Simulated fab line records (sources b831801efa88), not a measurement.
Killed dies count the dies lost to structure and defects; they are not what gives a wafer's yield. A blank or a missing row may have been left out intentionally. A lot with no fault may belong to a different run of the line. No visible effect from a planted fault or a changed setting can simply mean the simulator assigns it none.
Comparing a struck lot with a sound one	flow sky130	18 out of 708 route steps
Sound: wafers L816.2, L816.3, L816.6. Wafers L823.1, L823.3, L823.6 were the ones struck. The cause is given at the end.
Per side, at each step with rows, come the tool, then ch with its chambers, and then its first start. Under that, the readings that differ: sound wafers	struck wafers	difference of the means	sigmas: that difference in standard deviations of wafers without a fault.
alike: words and numbers the same on both sides, and readings whose means are apart by under 2 such deviations; not compared: readings that were withheld, readings missing a value for some wafer, numbers with overlapping values and no deviation given by the record, and bounds like >300 which may hide the same value.
The two part at a step that has a row with sigmas, a row that says differs or no value, or rows on one side only. When numbers do not overlap yet have no deviation, they are printed without sigmas and do not part them. A reading that every wafer of one side lacks parts them only if that side has two wafers or more.

first, 1 step without rows for these wafers: SKY_VT_ADJUST_PCH_IMPLANT_08.
SKY_VT_ADJUST_PCH_STRIP_09: strips in O2/N2.
  sound on plasma_asher-02 ch 0,1, day 9 20:50; struck on plasma_asher-02 ch 0,1, day 11 08:58
  alike: drypump_motor_current_A, oes_product_au, strip_time_to_endpoint_s
  not compared: rf_hours_counter_h
SKY_VT_ADJUST_PCH_TW_MEAS_10:
  sound on film_metro-01, day 9 20:57; struck on film_metro-04, day 11 09:04
  alike: VT_ADJUST_PCH_TW
then, 7 steps without rows for these wafers: SKY_SONOS_TUNNEL_DEHYDRATE_00 (time 60 s); SKY_SONOS_TUNNEL_HMDS_01 (prime time 60 s); SKY_SONOS_TUNNEL_COAT_02 (resist thk 1140 nm); SKY_SONOS_TUNNEL_SOFTBAKE_03 (time 60 s); SKY_SONOS_TUNNEL_EXPOSE_04 (exposes mask TUNM, target cd 410 nm); SKY_SONOS_TUNNEL_PEB_05; SKY_SONOS_TUNNEL_DEVELOP_06 (develop time 60 s).
SKY_SONOS_TUNNEL_CD_MEAS_07: target cd 410 nm.
  sound on cd_sem-01, day 10 11:29; struck on cd_sem-02, day 12 08:13
  alike: cd_nm
SKY_SONOS_TUNNEL_OVL_MEAS_08:
  sound on overlay-02, day 10 11:35; struck on overlay-01, day 12 08:20
  alike: SONOS_TUNNEL_OVL
SKY_SONOS_TUNNEL_IMPLANT_09:
  sound on implanter-03 ch 0, day 10 11:38; struck on implanter-02 ch 0, day 12 08:41
then, 2 steps without rows for these wafers: SKY_SONOS_TUNNEL_WET_ETCH_10 (etches SiO2 in dHF, target depth 14 nm, time 280 s); SKY_SONOS_TUNNEL_STRIP_11 (strips in SPM, time 600 s).
SKY_SONOS_TUNNEL_TW_MEAS_12:
  sound on film_metro-04, day 10 12:02; struck on film_metro-02, day 12 09:07
reading	sound	struck	difference	sigmas
SONOS_TUNNEL_TW	195.8 195.5 194.5	240.4 238.8 239.5	+44.3	+23
then, 1 step without rows for these wafers: SKY_SONOS_TUNNEL_CLEAN_13 (cleans in dHF, time 20 s).
-- record jumps: 34 days separate the struck wafers' starts on either side; left off in module SONOS_TUNNEL, taken up again in module PAD_OPEN, whose first shown step is the route's number 708 --
SKY_PAD_OPEN_PROBE_99:
  sound on prober-01, day 45 05:02; struck on prober-01, day 46 10:19
reading	sound	struck	difference	sigmas
model.etest.tip_sonos.rs_ohm_sq	2777 2773 2745	2692 2684 2684	-78	
model.etest.sonos_uncharged.r_on_ohm_um	808.4 834 814.3	874.1 882.7 878.6	+59.6	
model.etest.sonos_baked.vt_v (V)	0.9323 0.9497 0.9588	1.244 1.292 1.222	+0.306	
model.etest.sonos_programmed.vt_v (V)	1.535 1.411 1.454	1.698 1.766 1.766	+0.277	
model.etest.sonos_uncharged.vt_v (V)	-0.4354 -0.3877 -0.4381	-0.1912 -0.1796 -0.2107	+0.2266	
model.etest.sonos_erased.vt_v (V)	-2.349 -2.274 -2.274	-2.075 -2.089 -2.072	+0.220	
  alike: killed_at_M0_to_M3, killed_at_M4_up, killed_at_contacts, killed_at_front_end, killed_at_other, killed_dies, killed_open, killed_short
  not compared: model.etest.sonos_erased.drive_ua_um

## WHERE THEY PART
Within this record, at SKY_SONOS_TUNNEL_TW_MEAS_12 only. Later steps at which nothing parts them and some readings are alike: SKY_PAD_OPEN_PROBE_99.

WHY: the cause the simulator had injected
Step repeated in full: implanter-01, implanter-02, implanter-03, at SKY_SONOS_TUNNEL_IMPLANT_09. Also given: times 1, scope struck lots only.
